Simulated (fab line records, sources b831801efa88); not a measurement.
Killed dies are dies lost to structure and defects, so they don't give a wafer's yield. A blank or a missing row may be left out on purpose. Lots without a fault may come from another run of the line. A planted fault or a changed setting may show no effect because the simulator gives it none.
One fault seen from 2 desks | flow sfq_line | each desk has only its own numbers; what lay behind them comes last

THE TOOL OWNER'S DESK: rie_diel-04
The tool's own readings at SFQ_TRILAYER_I2_VIA_BARC_OPEN_VIA_ETCH_096 (etches BARC in O2, target depth 125 nm, time 41.7 s): means of the sampled wafers that have a number, for each lot that ran on this tool. A lot is out of limits, marked OUT, if its mean lies more than 4 standard deviations from the usual mean; the brackets give that distance.
Columns: A = chamber_pressure_mTorr at SFQ_TRILAYER_I2_VIA_BARC_OPEN_VIA_ETCH_096, usual 29.998 mTorr; B = drypump_motor_current_A at SFQ_TRILAYER_I2_VIA_BARC_OPEN_VIA_ETCH_096, usual 5.6 A; C = oes_product_au at SFQ_TRILAYER_I2_VIA_BARC_OPEN_VIA_ETCH_096, usual 0.685 a.u.; D = run_length_s at SFQ_TRILAYER_I2_VIA_BARC_OPEN_VIA_ETCH_096, usual 70.1 s
lot  | first seen here | A      | B   | C               | D
L889 | day 28 01:00    | 29.995 | 5.4 | 0.565 (-26) OUT | 97.2 (+75) OUT
L890 | day 28 18:02    | 30.014 | 5.6 | 0.562 (-27) OUT | 97.1 (+75) OUT
L897 | day 31 04:44    | 30.027 | 5.3 | 0.683           | 69.9
This desk's finding: out of limits on L889, L890; first on L889, day 28 01:00 (oes_product_au at SFQ_TRILAYER_I2_VIA_BARC_OPEN_VIA_ETCH_096). In limits: L897.

THE METROLOGY DESK
What the gauges read, lot by lot, whatever tool the lot ran on: means of the sampled wafers that have a number. A lot is out of limits, marked OUT, if its mean lies more than 4 standard deviations from the usual mean; the brackets give that distance.
Columns: A = I2_BOW at SFQ_I2_BOW_MEAS_917, usual 1 um; B = I2_OVL at SFQ_I2_OVL_MEAS_918, usual 3 nm
lot  | first seen here | A  | B
L877 | day 20 10:01    | 4  | 5
L889 | day 25 09:37    | -9 | 3
L890 | day 26 02:32    | 1  | 2
L894 | day 27 09:41    | 14 | -8
L895 | day 27 21:40    | 3  | -2
L897 | day 29 17:35    | 18 | 2
This desk's finding: nothing out of limits on any of the 6 lots.

PUT TOGETHER
The tool owner's desk could have raised an alarm at day 28 01:00, on L889, L890.
The metrology desk saw nothing out of limits.
The metrology desk has L889, L890 on record, within its limits.
Of the lots named, all ran SFQ_TRILAYER_I2_VIA_BARC_OPEN_VIA_ETCH_096 on rie_diel-04.

WHAT THE SIMULATOR HAD PUT IN
Process parameter drift: rie_diel-04, from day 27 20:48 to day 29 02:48, at SFQ_TRILAYER_I2_VIA_BARC_OPEN_VIA_ETCH_096. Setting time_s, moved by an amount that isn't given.
Lots struck among those shown: L889, L890.
Hours from the fault's start to each desk's first reading out of limits: the tool owner's desk, 4.
